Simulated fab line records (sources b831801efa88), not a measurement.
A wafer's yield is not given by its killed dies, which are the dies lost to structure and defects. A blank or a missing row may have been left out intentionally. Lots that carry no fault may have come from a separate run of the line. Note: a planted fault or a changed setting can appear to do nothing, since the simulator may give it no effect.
Code-filled problem report in 8D (eight disciplines) form    flow gf180mcu    the parts of the form that need people (team, actions taken, sign-off) are left out

== 1. THE ISSUE ==
At GF_M2_STRIP_17, strip-time-to-endpoint-s averages 10.22 s over 9 wafers from 3 lots, while fault-free wafers read 7.43 s, standard deviation 0.073. Measured from the usual mean, that is +38 standard deviations.
The step: strips in O2/N2.
First observed at day 24 16:33: wafer L717.2, on plasma-asher-04. The record has a number at this step for 36 wafers belonging to 12 lots. Rule for "out" (also "out of limits"): further than 4 standard deviations from the usual mean. Any other wafer with a number is counted as sound.

== 2. WHAT IT IS, WHAT IT ISN'T ==
question                     is                                        is not
which readings at this step  strip-time-to-endpoint-s, oes-product-au  drypump-motor-current-A
which lots                   L717, L718, L719                          L703, L704, L707, L711, L712, L713, L721, L722, L726
which wafers of those lots   all that have a number                    -
read on which tools          plasma-asher-02, plasma-asher-04          plasma-asher-03
when                         from day 24 16:33                         up to then (18 sound wafers); but 9 sound wafers of L721, L722, L726 came after

== 3. SUSPECTS, AND WHAT RULES EACH OUT ==
Counting: a tool stays on the suspect list if, at a process step up to the reading, it processed all lots that are out and no sound lot following the first of them.
- rie-metal-01 at GF_M2_METAL_ETCH_16 (etches the open film in Cl2/BCl3, stops on SiO2, target depth 750.8 nm, time 125.1 s): ruled out as a lasting fault. After its first lot that is out, L717 (day 24 16:25), sound lots L721 ran on it.
Left after counting: nothing in the record.

== 4. THE CAUSE (what the simulator had put in) ==
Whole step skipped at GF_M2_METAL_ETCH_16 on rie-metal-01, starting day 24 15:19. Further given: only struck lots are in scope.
It was ruled out by counting, in error; the rule expects a fault to strike all lots run on its tool from its start on, and this fault did not.

== 5. THE EFFECT CHAIN, in route order ==
Each row: a reading where the mean over the struck wafers with a number is more than 3 standard deviations away from the usual. Only readings for which the record gives a usual standard deviation are gone through. hours: the time from each lot's start at the first step in this table that gives one to its start at this step, as a median over the lots. sigmas: the change in usual standard deviations.
hours  step                     reading                   usual       on struck wafers  change  sigmas
0      GF_M2_STRIP_17           oes-product-au            0.540 a.u.  0.661             +0.121  +21
0      GF_M2_STRIP_17           strip-time-to-endpoint-s  7.43 s      10.22             +2.79   +38
205    GF_PASSIVATION_PROBE_99  defect-limited-yield      90.3 %      0.0               -90.3   -64
205    GF_PASSIVATION_PROBE_99  killed_at_M0_to_M3        20          461               +441    +98
205    GF_PASSIVATION_PROBE_99  killed-dies               48          492               +444    +65
205    GF_PASSIVATION_PROBE_99  killed-on-rim             9.3         96.0              +86.7   +31
205    GF_PASSIVATION_PROBE_99  sort_bin_5_function       5.7 %       95.6              +89.9   +82
205    GF_PASSIVATION_PROBE_99  sort-n-pass               444         0                 -444    -65
205    GF_PASSIVATION_PROBE_99  sort-yield-pct            90.3 %      0.0               -90.3   -64
Here are the process steps it includes:
- GF_M2_STRIP_17: strips in O2/N2.
- GF_PASSIVATION_PROBE_99
Readings that are blank on the struck wafers while sound wafers have them: bcl3-flow-sccm at GF_M2_METAL_ETCH_16; bias-w at GF_M2_METAL_ETCH_16; drypump-motor-current-A at GF_M2_METAL_ETCH_16; oes-product-au at GF_M2_METAL_ETCH_16; throttle-valve-pct at GF_M2_METAL_ETCH_16.

== 6. HOW IT WOULD HAVE BEEN CAUGHT EARLIER ==
In this record the first reading out of limits was taken at day 24 16:33, 1 hour after the fault began at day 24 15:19.
At GF_M2_METAL_ETCH_16 the tool's readings are blank on the struck wafers, where sound wafers have them: an empty tool record is the first sign, and it was there at once.
